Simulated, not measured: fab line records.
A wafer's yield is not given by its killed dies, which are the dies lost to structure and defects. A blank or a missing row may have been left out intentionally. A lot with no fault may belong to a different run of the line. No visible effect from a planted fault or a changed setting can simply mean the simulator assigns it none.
2 desks looking at one fault | flow sky130 | every desk sees just its own numbers, and what lay behind them comes last

== THE TOOL OWNER'S DESK: implanter-03 ==
For each lot that ran on this tool, the mean over its sampled wafers that have a number, from the tool's own readings at SKY_LDD_HVP_IMPLANT_08. A lot is out of limits, marked OUT, if its mean lies more than 4 standard deviations from the usual mean; the brackets give that distance.
Columns: A = beam_on_s at SKY_LDD_HVP_IMPLANT_08, usual 9.99 s; B = faraday_current_uA at SKY_LDD_HVP_IMPLANT_08, usual 95.9; C = tilt_deg at SKY_LDD_HVP_IMPLANT_08, usual 17.896 degrees
lot  | first seen here | A               | B               | C
L329 | day 23 19:01    | 9.86            | 97.1            | 17.874
L333 | day 25 13:48    | 10.15           | 94.7            | 17.906
L339 | day 27 12:09    | 12.05 (+11) OUT | 79.6 (-9.0) OUT | 17.904
L340 | day 27 17:14    | 12.06 (+11) OUT | 79.2 (-9.3) OUT | 17.914
L341 | day 28 01:19    | 12.04 (+11) OUT | 79.7 (-9.0) OUT | 17.917
This desk finds L339, L340, L341 out of limits, L339 being first, at day 27 12:09 (beam_on_s at SKY_LDD_HVP_IMPLANT_08). In limits: L329, L333.

== FROM THE METROLOGY DESK ==
Lot by lot, what the gauges showed, no matter which tool ran the lot: averages of those sampled wafers that carry a number. A lot is out of limits, marked OUT, if its mean lies more than 4 standard deviations from the usual mean; the brackets give that distance.
Columns: A = cd_nm at SKY_VT_ADJUST_NCORE_CD_MEAS_07, usual 380.7 nm; B = LDD_HVP_TW at SKY_LDD_HVP_TW_MEAS_10, usual 454
lot  | first seen here | A     | B
L324 | day 8 17:26     | 380.8 | 450
L326 | day 9 03:19     | 384.4 | 453
L327 | day 9 16:32     | 382.0 | 451
L329 | day 10 05:10    | 382.0 | 452
L330 | day 10 07:50    | 379.7 | 459
L333 | day 11 04:38    | 381.8 | 451
L339 | day 13 03:50    | 382.2 | 480 (+8.1) OUT
L340 | day 13 10:08    | 377.2 | 484 (+9.3) OUT
L341 | day 13 20:17    | 379.7 | 479 (+7.9) OUT
L342 | day 13 20:25    | 381.2 | 452
L347 | day 15 14:31    | 378.3 | 451
Finding of this desk: L339, L340, L341 out of limits, first seen on L339 at day 27 12:24 (LDD_HVP_TW at SKY_LDD_HVP_TW_MEAS_10). In limits: L324, L326, L327, L329, L330, L333, L342, L347.

== TAKEN TOGETHER ==
The tool owner's desk had the chance to raise an alarm at day 27 12:09 on L339, L340, L341.
The metrology desk could have raised an alarm at day 27 12:24, on L339, L340, L341.
SKY_LDD_HVP_IMPLANT_08 was run on implanter-03 by each of the lots named.

== WHAT THE SIMULATOR HAD PUT IN ==
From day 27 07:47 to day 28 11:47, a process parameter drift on implanter-03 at SKY_LDD_HVP_IMPLANT_08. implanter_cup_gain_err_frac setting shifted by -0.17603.
Struck lots among those shown: L339, L340, L341.
Time in hours from fault onset to the first out-of-limits reading at each desk: tool owner's desk 4, metrology desk 5.
